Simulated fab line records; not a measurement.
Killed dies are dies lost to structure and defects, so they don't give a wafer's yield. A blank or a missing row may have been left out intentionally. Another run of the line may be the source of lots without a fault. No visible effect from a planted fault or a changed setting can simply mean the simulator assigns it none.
Code-filled problem report in 8D (eight disciplines) form -- flow gf180mcu -- the parts of the form that need people (team, actions taken, sign-off) are left out

## 1. PROBLEM STATEMENT
Wafers free of any fault read 0.327 ohm/sq (standard deviation 0.0034) for V2_W_RS at GF_V2_RS_MEAS_24, against a mean of 0.982 ohm/sq on 2 wafers of 2 lots. That is +99 or more standard deviations from the usual mean.
The step: measures by four-point-probe.
First seen on wafer L341.2, day 24 07:23, on film metro-03. The record holds 33 wafers of 11 lots with a number at this step. By rule, "out" or "out of limits" means more than 4 standard deviations away from the usual mean. The rest of the wafers with a number are treated as sound.

## 2. WHAT IT IS AND WHAT IT IS NOT
question,is,is not
which readings at this step,V2_W_RS,-
which lots,"L341, L343","L331, L332, L335, L337, L338, L339, L351, L353, L354"
which wafers of those lots,"L341.2, L343.2","L341.1, L341.4, L343.1, L343.6"
read on which gauges,film metro-03,"film metro-02, film metro-04"
when,from day 24 07:23,"up to then (20 sound wafers); but 11 sound wafers of L343, L351, L353, L354 came after"

## 3. THE SUSPECTS, EACH WITH WHAT RULES IT OUT
Counting: if a tool at a process step up to the reading ran every lot that is out, it stays a suspect. Sound lots after the first of them don't rule it out here, since some wafers of a struck lot are sound.
- the gauge at GF_V2_RS_MEAS_24 has been ruled out. All the wafers that are out were read on film metro-03, but those of them that GF_V2_CMP_26 has rows for are out there too, on other tools.
- cvd w-01 at GF_V2_CVD_23 (deposits W, target thk 350 nm, time 104.94 s): kept. Ran every lot that is out, first one L341 (day 24 07:17); last sound lot up to then L339 (day 23 12:07).
- The sound lot-mates ran in chamber 1 of cvd w-01 at GF_V2_CVD_23, but the wafers that are out ran in chamber 0.
The count leaves cvd w-01 at GF_V2_CVD_23.

## 4. THE CAUSE (what the simulator had put in)
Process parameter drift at GF_V2_CVD_23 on cvd w-01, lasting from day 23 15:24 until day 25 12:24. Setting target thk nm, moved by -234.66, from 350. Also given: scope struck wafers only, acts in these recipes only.
After counting, this tool was the only one left.

## 5. THE CHAIN OF EFFECTS, in route order
Each row: a reading where the mean over the struck wafers with a number is more than 3 standard deviations away from the usual. Readings are gone through only where the record gives a usual standard deviation; hours: the median, over the lots, of the time from a lot's start at the first step in this table giving one to that lot's start at this step; sigmas: the change measured in usual standard deviations.
hours,step,reading,usual,on struck wafers,change,sigmas
0,GF_V2_RS_MEAS_24,V2_W_RS,0.327 ohm/sq,0.982,+0.655,+99 or more
0,GF_V2_THK_MEAS_25,V2_W_THK,358 nm,120,-238,-43
0,GF_V2_CMP_26,time to endpoint s,86.3 s,30.8,-55.5,-21
Process steps it contains:
- GF_V2_CMP_26: polishes, stops on SiO2, t overpolish 15 s, target thk 0 nm.
Later measuring or inspecting steps at which every struck wafer that the step has a row for has a number for every such reading, and none has moved that far: GF_M3_CD_MEAS_14.

## 6. WHAT WOULD HAVE CAUGHT IT SOONER
The first out-of-limits reading at a measuring or inspecting step in this record came at day 24 07:23, 16 hours after the fault's start at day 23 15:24.
No tool reading at GF_V2_CVD_23 that has a usual standard deviation in the record was out on any struck wafer, so an alarm limit of 4 standard deviations on those readings would not have fired.
L343, from the lots that are out (2), started GF_V2_CVD_23 on cvd w-01 later than day 24 07:23. Had the tool been put on hold then, it would have been spared.
